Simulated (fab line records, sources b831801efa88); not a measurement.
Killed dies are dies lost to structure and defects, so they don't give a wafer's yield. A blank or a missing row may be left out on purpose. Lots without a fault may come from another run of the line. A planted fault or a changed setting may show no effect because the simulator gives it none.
fab line records | flow sky130
record lots=13 wafers=39 last_day=50
route steps=708 shown LDD_HVP@287 SD_P@328 VIA2@527 VIA4@651 PAD_OPEN@708
lots that met no fault: from a run of the same line without faults
start_h: hours from the record's first day to the start of the lot's first wafer shown | wait_h: hours since the lot's step before | " the same as in the row above | L1.1+2: a row that stands for several wafers | - no value, or no start given | * or withheld: withheld | < > ~ a bound
route shown NAME@n: a module of which the file shows steps, and the number in the route of the first | usual: mean/standard deviation of fault-free wafers | same: alike in all rows | chamber/n: place in a boat | sites: the reading at each site | _std_site: their standard deviation | _edge_site: outer sites' mean less inner sites' | radius_mm: how far each site lies from the wafer's centre | mask NAME#n: copy n | behind: the tool/chamber that last shaped the wafer | hold: why the lot was held/for how many hours/how that ended | device: the transistor (n, p or np) that didn't switch | end of line: the same wafers' tests at the end of the route | a step without rows: its recipe alone | killed: dies lost to structure and defects at the first sort, not the wafer's yield | map: a wafer's dies, x killed, . not, _ none there
set.NAME: the setting as run; set.NAME@STEP: as run at that earlier step | model.NAME: the simulator's own value behind a step, which no gauge read
steps of the route over a sample of lots; a table a step, a row a wafer
services: from which hour (start_h, from the record's first day; less than 0 if before it) a tool's chamber was out of use, for how many hours, and why
## steps
# step SKY_LDD_HVP_STRIP_09
# recipe chemistry=O2/N2 power_w=1400 pressure_mtorr=1500 platen_temp_c=withheld o2_flow_sccm=3000 n2_flow_sccm=300 overash_fraction=0.5
# usual drypump_motor_current_A=5.7/0.54 oes_product_au=0.408/0.005 strip_time_to_endpoint_s=4.136/0.016
# same overash_fraction=0.5
# columns lot.wafer tool chamber start_h wait_h drypump_motor_current_A oes_product_au rf_hours_counter_h strip_time_to_endpoint_s
L179.1 plasma_asher-02 1 499.99 0.1 5.5 0.407 7 4.139
L179.3 " 1 " " 5.5 0.404 - 4.135
L179.6 " 0 " " 4.9 0.414 - 4.135
L182.1 plasma_asher-02 0 525.05 0.1 4.9 0.409 9 4.119
L182.2 " 1 " " 5.5 0.407 9 4.122
L182.5 " 1 " " 5.5 0.405 - 4.134
L186.1 plasma_asher-02 1 564.71 0.1 5.5 0.408 13 4.143
L186.3 " 0 " " 4.9 0.406 - 4.134
L186.6 " 1 " " 5.5 0.410 - 4.133
L190.3 plasma_asher-03 1 597.49 0.1 5.9 0.419 - 4.158
L190.4 " 0 " " 6.0 0.412 - 4.161
L190.5 " 0 " " 6.1 0.412 - 4.143
L191.1 plasma_asher-02 0 599.40 0.1 4.9 0.411 18 4.143
L191.2 " 1 " " 5.6 0.405 18 4.158
L191.6 " 0 " " 4.9 0.413 - 4.141
L193.3 plasma_asher-04 0 620.12 0.1 6.6 0.413 - 4.119
L193.5 " 1 " " 5.3 0.408 - 4.128
L193.6 " 0 " " 6.6 0.407 - 4.149
L194.1 plasma_asher-03 0 629.60 0.1 6.0 0.412 95 4.126
L194.2 " 1 " " 5.9 0.406 95 4.142
L194.6 " 0 " " 6.0 0.401 - 4.139
L195.2 plasma_asher-04 0 638.85 0.1 6.6 0.406 47 4.153
L195.3 " 1 " " 5.3 0.408 - 4.139
L195.6 " 1 " " 5.3 0.413 - 4.154
L197.2 plasma_asher-04 1 652.85 0.1 5.3 0.409 48 4.165
L197.4 " 1 " " 5.3 0.412 - 4.117
L197.5 " 1 " " 5.3 0.409 - 4.149
L198.1 plasma_asher-04 1 655.05 0.1 5.3 0.412 48 4.181
L198.3 " 1 " " 5.3 0.414 - 4.152
L198.4 " 0 " " 6.6 0.405 - 4.157
L200.1 plasma_asher-03 1 674.24 0.1 5.9 0.394 99 4.152
L200.4 " 0 " " 6.0 0.411 - 4.155
L200.6 " 0 " " 6.0 0.404 - 4.124
L201.1 plasma_asher-03 1 677.84 0.1 5.9 0.419 100 4.131
L201.3 " 1 " " 5.9 0.398 - 4.136
L201.6 " 1 " " 5.9 0.412 - 4.132
L202.2 plasma_asher-04 1 690.04 0.1 5.3 0.410 52 4.134
L202.3 " 0 " " 6.6 0.409 - 4.133
L202.4 " 1 " " 5.3 0.405 - 4.127
# step SKY_SD_P_OVL_MEAS_08
# usual SD_P_OVL=-1.3/1.4
# columns lot.wafer tool chamber start_h wait_h SD_P_OVL[nm]
L179.1 overlay-01 - 592.12 0.1 -2.2
L179.3 " - " " -2.2
L179.6 " - " " -3.1
L182.1 overlay-01 - 617.09 0.1 -3.0
L182.2 " - " " -3.2
L182.5 " - " " -2.9
L186.1 overlay-01 - 655.57 0.1 1.3
L186.3 " - " " 0.8
L186.6 " - " " 1.5
L190.3 overlay-01 - 686.75 0.1 -1.4
L190.4 " - " " -1.8
L190.5 " - " " -0.1
L191.1 overlay-01 - 689.02 0.1 -1.9
L191.2 " - " " -1.1
L191.6 " - " " -0.1
L193.3 overlay-01 - 708.05 0.1 -0.5
L193.5 " - " " -3.0
L193.6 " - " " -2.7
L194.1 overlay-02 - 719.02 0.1 -2.1
L194.2 " - " " -2.1
L194.6 " - " " -1.3
L195.2 overlay-01 - 727.59 0.1 -0.2
L195.3 " - " " -0.2
L195.6 " - " " -0.5
L197.2 overlay-01 - 742.75 0.1 -2.8
L197.4 " - " " -3.1
L197.5 " - " " -1.9
L198.1 overlay-01 - 743.39 0.1 -2.3
L198.3 " - " " -1.4
L198.4 " - " " -1.1
L200.1 overlay-01 - 760.14 0.1 0.9
L200.4 " - " " 1.3
L200.6 " - " " -1.7
L201.1 overlay-01 - 764.67 0.1 -0.6
L201.3 " - " " 0.9
L201.6 " - " " -0.5
L202.2 overlay-01 - 776.39 0.1 -3.6
L202.3 " - " " -0.3
L202.4 " - " " 0.0
# step SKY_VIA2_SPUTTER_20
# recipe material=TiN target_thk_nm=20 chamber_pressure_pa=5 power_w=4000 time_s=80
# usual throttle_valve_pct=29.8/0.92
# same time_s=80
# columns lot.wafer tool chamber start_h wait_h throttle_valve_pct
L179.1 pvd_sputter-01 - 851.58 0.0 30.7
L179.3 " - " " 30.6
L179.6 " - " " 30.3
L182.1 pvd_sputter-04 - 878.17 0.0 29.0
L182.2 " - " " 29.4
L182.5 " - " " 29.6
L186.1 pvd_sputter-03 - 907.72 0.0 28.2
L186.3 " - " " 29.9
L186.6 " - " " 28.2
L190.3 pvd_sputter-04 - 935.20 0.0 31.7
L190.4 " - " " 29.5
L190.5 " - " " 29.4
L191.1 pvd_sputter-01 - 938.81 0.0 29.5
L191.2 " - " " 30.2
L191.6 " - " " 30.2
L193.3 pvd_sputter-03 - 961.18 0.0 29.8
L193.5 " - " " 28.7
L193.6 " - " " 29.6
L194.1 pvd_sputter-04 - 965.38 0.0 28.7
L194.2 " - " " 29.1
L194.6 " - " " 28.9
L195.2 pvd_sputter-01 - 969.46 0.0 29.4
L195.3 " - " " 30.4
L195.6 " - " " 29.6
L197.2 pvd_sputter-03 - 987.91 0.0 30.0
L197.4 " - " " 28.7
L197.5 " - " " 30.2
L198.1 pvd_sputter-04 - 989.28 0.0 29.6
L198.3 " - " " 28.7
L198.4 " - " " 31.6
L200.1 pvd_sputter-03 - 998.11 0.0 30.3
L200.4 " - " " 29.9
L200.6 " - " " 29.6
L201.1 pvd_sputter-04 - 1009.72 0.0 28.9
L201.3 " - " " 31.4
L201.6 " - " " 29.7
L202.2 pvd_sputter-01 - 1015.82 0.0 29.2
L202.3 " - " " 30.3
L202.4 " - " " 30.6
# step SKY_VIA4_ETCH_12
# recipe target=SiO2 chemistry=C4F8/O2/Ar stop_on=TiN mask_material=NOVOLAK source_w=1500 bias_w=1200 pressure_mtorr=40 c4f8_flow_sccm=withheld O2_flow_sccm=6 Ar_flow_sccm=300 time_s=withheld target_depth_a=5800
# usual bias_w=1200/3.8 chamber_pressure_mTorr=40.00/0.035 oes_product_au=0.937/0.0042 rf_fwd_power_W=1491/4.7
# columns lot.wafer tool chamber start_h wait_h bias_w chamber_pressure_mTorr oes_product_au rf_fwd_power_W
L179.1 rie_diel-04 0 1010.06 0.0 1188 40.03 0.945 1493
L179.3 " 1 " " 1197 40.00 0.931 1498
L179.6 " 0 " " 1196 39.95 0.939 1488
L182.1 rie_diel-02 1 1034.04 0.0 1197 40.00 0.932 1486
L182.2 " 3 " " 1201 40.03 0.938 1487
L182.5 " 3 " " 1204 40.01 0.941 1491
L186.1 rie_diel-04 0 1053.49 0.0 1198 40.06 0.937 1489
L186.3 " 3 " " 1198 40.00 0.939 1492
L186.6 " 2 " " 1200 39.95 0.938 1489
L190.3 rie_diel-02 2 1079.99 0.0 - - - -
L190.4 " 2 " " - - - -
L190.5 " 0 " " - - - -
L191.1 rie_diel-02 0 1082.59 0.0 - - - -
L191.2 " 1 " " - - - -
L191.6 " 1 " " - - - -
L193.3 rie_diel-03 2 1101.16 0.0 1201 40.09 0.940 1491
L193.5 " 1 " " 1193 40.04 0.937 1485
L193.6 " 0 " " 1199 40.02 0.939 1492
L194.1 rie_diel-02 3 1109.39 0.0 1198 39.96 0.938 1494
L194.2 " 2 " " 1198 40.05 0.941 1491
L194.6 " 2 " " 1202 39.95 0.940 1485
L195.2 rie_diel-02 3 1110.04 0.0 1204 39.97 0.940 1488
L195.3 " 1 " " 1202 40.02 0.938 1488
L195.6 " 3 " " 1206 40.03 0.935 1493
L197.2 rie_diel-02 3 1130.19 0.0 1198 39.99 0.944 1491
L197.4 " 0 " " 1208 40.04 0.935 1485
L197.5 " 2 " " 1204 39.98 0.932 1489
L198.1 rie_diel-02 2 1131.39 0.0 1208 40.00 0.929 1484
L198.3 " 0 " " 1207 40.02 0.941 1499
L198.4 " 3 " " 1200 40.02 0.939 1502
L200.1 rie_diel-03 3 1132.99 0.0 1198 39.99 0.939 1494
L200.4 " 0 " " 1194 40.01 0.941 1488
L200.6 " 0 " " 1206 39.95 0.931 1493
L201.1 rie_diel-04 1 1139.99 0.0 1201 40.01 0.941 1497
L201.3 " 3 " " 1199 39.96 0.949 1493
L201.6 " 1 " " 1199 40.01 0.942 1498
L202.2 rie_diel-02 3 1149.39 0.0 1199 40.00 0.936 1498
L202.3 " 2 " " 1200 40.02 0.938 1491
L202.4 " 0 " " 1205 40.01 0.938 1487
# step SKY_VIA4_STRIP_13
# recipe chemistry=O2/N2 power_w=1400 pressure_mtorr=1500 platen_temp_c=withheld o2_flow_sccm=3000 n2_flow_sccm=300 overash_fraction=0.5
# usual drypump_motor_current_A=5.5/0.61 oes_product_au=0.710/0.0049 strip_time_to_endpoint_s=12.797/0.029
# same overash_fraction=0.5
# columns lot.wafer tool chamber start_h wait_h drypump_motor_current_A oes_product_au rf_hours_counter_h strip_time_to_endpoint_s
L179.1 plasma_asher-04 1 1010.13 - 5.3 0.708 86 12.841
L179.3 " 1 " " 5.3 0.709 - 12.833
L179.6 " 0 " " 6.6 0.708 - 12.830
L182.1 plasma_asher-04 0 1034.11 - 6.6 0.702 88 12.767
L182.2 " 1 " " 5.3 0.712 88 12.732
L182.5 " 1 " " 5.3 0.706 - 12.797
L186.1 plasma_asher-01 1 1053.56 - 6.1 0.714 124 12.837
L186.3 " 1 " " 6.1 0.708 - 12.794
L186.6 " 1 " " 6.1 0.715 - 12.829
L190.3 plasma_asher-04 1 1080.09 - 5.2 0.706 - 14.145
L190.4 " 0 " " 6.6 0.714 - 14.173
L190.5 " 1 " " 5.3 0.723 - 14.136
L191.1 plasma_asher-04 0 1082.66 - 6.6 0.722 93 14.186
L191.2 " 1 " " 5.3 0.717 93 14.215
L191.6 " 0 " " 6.6 0.723 - 14.151
L193.3 plasma_asher-01 1 1101.26 - 6.1 0.703 - 12.762
L193.5 " 0 " " 4.9 0.711 - 12.818
L193.6 " 1 " " 6.1 0.708 - 12.781
L194.1 plasma_asher-01 0 1109.46 - 4.9 0.715 4 12.777
L194.2 " 1 " " 6.0 0.708 4 12.799
L194.6 " 1 " " 6.1 0.713 - 12.816
L195.2 plasma_asher-01 1 1110.11 - 6.1 0.722 4 12.846
L195.3 " 1 " " 6.1 0.705 - 12.771
L195.6 " 1 " " 6.1 0.712 - 12.796
L197.2 plasma_asher-04 1 1130.26 - 5.3 0.705 97 12.775
L197.4 " 0 " " 6.6 0.703 - 12.728
L197.5 " 0 " " 6.6 0.713 - 12.755
L198.1 plasma_asher-02 0 1131.46 - 4.9 0.706 72 12.782
L198.3 " 0 " " 5.0 0.720 - 12.763
L198.4 " 1 " " 5.5 0.703 - 12.814
L200.1 plasma_asher-02 0 1133.06 - 4.9 0.702 72 12.806
L200.4 " 1 " " 5.6 0.710 - 12.811
L200.6 " 1 " " 5.5 0.709 - 12.859
L201.1 plasma_asher-04 1 1140.06 - 5.3 0.711 99 12.826
L201.3 " 1 " " 5.3 0.713 - 12.854
L201.6 " 1 " " 5.3 0.709 - 12.805
L202.2 plasma_asher-02 0 1149.46 - 4.9 0.712 74 12.751
L202.3 " 0 " " 4.9 0.716 - 12.790
L202.4 " 1 " " 5.5 0.710 - 12.758
# step SKY_PAD_OPEN_PROBE_99
# usual defect_limited_yield=82.1/1.8 killed_at_M0_to_M3=44/6.2 killed_at_M4_up=3.3/1.7 killed_at_contacts=24/4.9 killed_at_front_end=16/5 killed_at_other=0.3/0.48 killed_dies=88/9 killed_on_rim=17/3.7 killed_open=48/7 killed_short=39/6.1 sort_bin_3_pad_short=0.9/0.46 sort_bin_5_function=10.6/1.4 sort_bin_6_memory=6.4/1.1 sort_n_pass=404/9 sort_yield_pct=82.1/1.8
# same gross_dies=492 killed_at_back_side=0 sort_bin_4_leakage[%]=0 sort_bin_8_speed[%]=0
# columns lot.wafer tool chamber start_h wait_h defect_limited_yield[%] killed_at_M0_to_M3 killed_at_M4_up killed_at_contacts killed_at_front_end killed_at_other killed_dies killed_on_rim killed_open killed_short sort_bin_3_pad_short[%] sort_bin_5_function[%] sort_bin_6_memory[%] sort_n_pass sort_yield_pct[%]
L190.3 prober-02 - 1142.99 0.2 0 46 415 18 13 0 492 96 48 33 0.6 93.5 5.9 0 0
L190.4 prober-02 - 1143.04 0.2 0 38 401 26 26 1 492 96 61 34 0.6 93.3 6.1 0 0
L190.5 prober-02 - 1143.09 0.2 0 51 395 25 20 1 492 96 53 44 0.8 92.1 7.1 0 0
L191.1 prober-01 - 1144.95 0.1 0 35 411 20 26 0 492 96 37 49 2.2 91.5 6.3 0 0
L191.6 prober-01 - 1145.20 0.2 0 35 419 26 12 0 492 96 42 33 0.6 93.3 6.1 0 0
# killed by level:class
L190.3 VIA4:area_etch=411 VIA1:geometric_particle:open=15 METAL1:geometric_particle:short=7 CONTACT:geometric_particle:open=6 POLY_GATE:geometric_particle:short=5 VIA2:geometric_particle:open=5 VIA3:geometric_particle:open=5 FIELD_ISO:geometric_particle:open=4
L190.4 VIA4:area_etch=397 VIA1:geometric_particle:open=9 VIA2:geometric_particle:open=9 FIELD_ISO:geometric_particle:open=8 CONTACT:geometric_particle:open=8 POLY_GATE:geometric_particle:open=7 VIA3:geometric_particle:open=7 LI_CONTACT:geometric_particle:open=6
L190.5 VIA4:area_etch=394 VIA1:geometric_particle:open=10 VIA3:geometric_particle:open=9 CONTACT:geometric_particle:open=8 VIA2:geometric_particle:open=6 METAL2:geometric_particle:short=6 FIELD_ISO:geometric_particle:open=5 FIELD_ISO:geometric_particle:short=5
L191.1 VIA4:area_etch=406 VIA1:geometric_particle:open=10 FIELD_ISO:geometric_particle:short=7 LI_CONTACT:geometric_particle:open=6 FIELD_ISO:geometric_particle:open=5 CONTACT:geometric_particle:short=5 METAL4:geometric_particle:short=5 SPACER:geometric_particle:open=4
L191.6 VIA4:area_etch=417 LI_CONTACT:geometric_particle:open=8 VIA3:geometric_particle:open=8 CONTACT:geometric_particle:open=6 CONTACT:geometric_particle:short=6 LOCAL_INTERCONNECT:geometric_particle:short=5 VIA1:geometric_particle:open=4 VIA2:geometric_particle:open=4
## services
# columns tool chamber start_h hours kind
plasma_asher-02 - 478.98 2.8 pm
plasma_asher-04 - 534.69 14.6 pm
plasma_asher-02 - 544.48 4.2 repair
rie_diel-02 - 552.96 28.1 pm
plasma_asher-04 - 557.11 28.1 pm
rie_diel-02 - 583.55 1.0 repair
plasma_asher-04 - 594.61 10.1 repair
plasma_asher-04 - 655.99 3.2 repair
plasma_asher-02 - 681.87 14.6 pm
rie_diel-02 0 683.70 1.2 repair
rie_diel-02 2 692.23 22.1 repair
plasma_asher-04 - 695.97 2.8 pm
rie_diel-02 3 715.83 10.1 repair
rie_diel-02 2 731.36 3.7 repair
plasma_asher-04 - 766.47 1.9 repair
rie_diel-02 2 818.28 4.8 repair
plasma_asher-02 - 862.68 0.5 repair
rie_diel-02 3 890.81 4.0 repair
rie_diel-02 - 918.76 2.8 pm
rie_diel-02 2 971.74 6.4 repair
rie_diel-02 0 1003.80 63.2 repair
rie_diel-02 1 1041.83 7.7 repair
plasma_asher-04 - 1058.49 2.7 repair
plasma_asher-02 - 1081.79 1.1 repair
## key
first_sign step=SKY_VIA4_ETCH_12 reading=tool_record direction=missing
effect step=SKY_VIA4_STRIP_13 reading=strip_time_to_endpoint_s direction=up sigmas=47 usual=* struck=*
effect step=SKY_PAD_OPEN_PROBE_99 reading=killed_at_M4_up direction=up sigmas=99+ usual=3.3 struck=408.2
more_kills_born_at SKY_VIA4_ETCH_12@rie_diel-02=2025
met_at SKY_VIA4_ETCH_12
struck_lots L190,L191
later_rows_left_out L190.3,L190.4,L190.5,L191.1,L191.2,L191.6
not_acting_at SKY_LDD_HVP_STRIP_09,SKY_SD_P_OVL_MEAS_08,SKY_VIA2_SPUTTER_20
onset_between 1034.04 1079.99
fault kind=skipped_step_whole tool=rie_diel-02 chamber=- onset_h=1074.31 steps=SKY_VIA4_ETCH_12 scope=struck_lots_only
# later_rows_left_out: the simulator's readings of these wafers behind a module that went badly wrong aren't trusted and aren't shown, but for the sort
